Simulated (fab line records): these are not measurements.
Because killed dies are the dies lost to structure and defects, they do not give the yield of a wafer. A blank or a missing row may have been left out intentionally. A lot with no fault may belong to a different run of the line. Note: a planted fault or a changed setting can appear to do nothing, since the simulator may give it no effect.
One fault through the eyes of 2 desks	flow sky130	what lay behind the numbers comes last; until then each desk has only its own

AT THE METROLOGY DESK
What the gauges read, lot by lot, whatever tool the lot ran on: means of the sampled wafers that have a number. Any lot whose mean is over 4 standard deviations away from the usual mean is out of limits and marked OUT; that distance is given in the brackets.
Columns: A = DNWELL_TW at SKY_DNWELL_TW_MEAS_09, usual 1113; B = NWELL_00_OVL at SKY_NWELL_OVL_MEAS_10, usual -0.3 nm; C = VT_ADJUST_LVTN_TW at SKY_VT_ADJUST_LVTN_TW_MEAS_10, usual 242.4
lot	first seen here	A	B	C
L658	day 3 16:27	1111	-1.1	241.4
L659	day 3 17:13	1113	-1.5	242.6
L664	day 4 22:11	1121	1.9	225.6 (-9.9) OUT
L665	day 5 06:14	1109	-0.8	239.8
L666	day 5 09:05	1119	-1.1	229.7 (-7.5) OUT
L674	day 7 14:34	1112	-1.5	240.9
L673	day 7 14:54	1107	0.3	243.3
L675	day 7 14:55	1113	-0.6	241.3
L677	day 7 22:31	1117	-1.5	244.5
L676	day 7 22:43	1121	-0.1	243.2
L678	day 8 06:22	1120	-2.5	242.5
L679	day 8 13:19	1104	0.5	242.8
Finding of this desk: L664, L666 out of limits, first seen on L664 at day 8 22:19 (VT_ADJUST_LVTN_TW at SKY_VT_ADJUST_LVTN_TW_MEAS_10). L658, L659, L665, L674, L673, L675, L677, L676, L678, L679 stayed within limits.

DESK OF THE TOOL OWNER: implanter-04
SKY_VT_ADJUST_LVTN_IMPLANT_08, tool's own readings: per-lot mean of the sampled wafers with a number, covering each lot this tool ran. Any lot whose mean is over 4 standard deviations away from the usual mean is out of limits and marked OUT; that distance is given in the brackets.
Columns: A = dose_ions_cm2 at SKY_VT_ADJUST_LVTN_IMPLANT_08, usual 1.5701e+12; B = end_station_pressure_torr at SKY_VT_ADJUST_LVTN_IMPLANT_08, usual 5.05e-06 Torr; C = faraday_current_uA at SKY_VT_ADJUST_LVTN_IMPLANT_08, usual 8.86
lot	first seen here	A	B	C
L658	day 7 10:47	1.5712e+12	5.01e-06	8.93
L664	day 8 22:06	1.2608e+12 (-99 or more) OUT	5.01e-06	7.01 (-9.7) OUT
L666	day 9 12:29	1.2577e+12 (-99 or more) OUT	5.09e-06	7.05 (-9.5) OUT
L674	day 12 03:23	1.5712e+12	5.02e-06	8.83
L673	day 12 03:41	1.5702e+12	4.80e-06	9.01
L675	day 12 07:53	1.5694e+12	4.98e-06	8.92
L676	day 12 14:34	1.5686e+12	5.14e-06	8.77
L679	day 13 08:31	1.5738e+12	5.05e-06	8.84
This desk finds L664, L666 out of limits, L664 being first, at day 8 22:06 (dose_ions_cm2 at SKY_VT_ADJUST_LVTN_IMPLANT_08). L658, L674, L673, L675, L676, L679 stayed within limits.

PUT TOGETHER
An alarm could have come from the tool owner's desk at day 8 22:06, on L664, L666.
L664, L666 would have let the metrology desk raise an alarm at day 8 22:19.
The lots listed all ran SKY_VT_ADJUST_LVTN_IMPLANT_08 on implanter-04.

WHAT HAD BEEN PUT IN BY THE SIMULATOR
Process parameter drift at SKY_VT_ADJUST_LVTN_IMPLANT_08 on implanter-04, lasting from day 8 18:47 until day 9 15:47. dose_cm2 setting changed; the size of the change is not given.
Struck lots among those shown: L664, L666.
Time in hours from fault onset to the first out-of-limits reading at each desk: tool owner's desk 3, metrology desk 4.
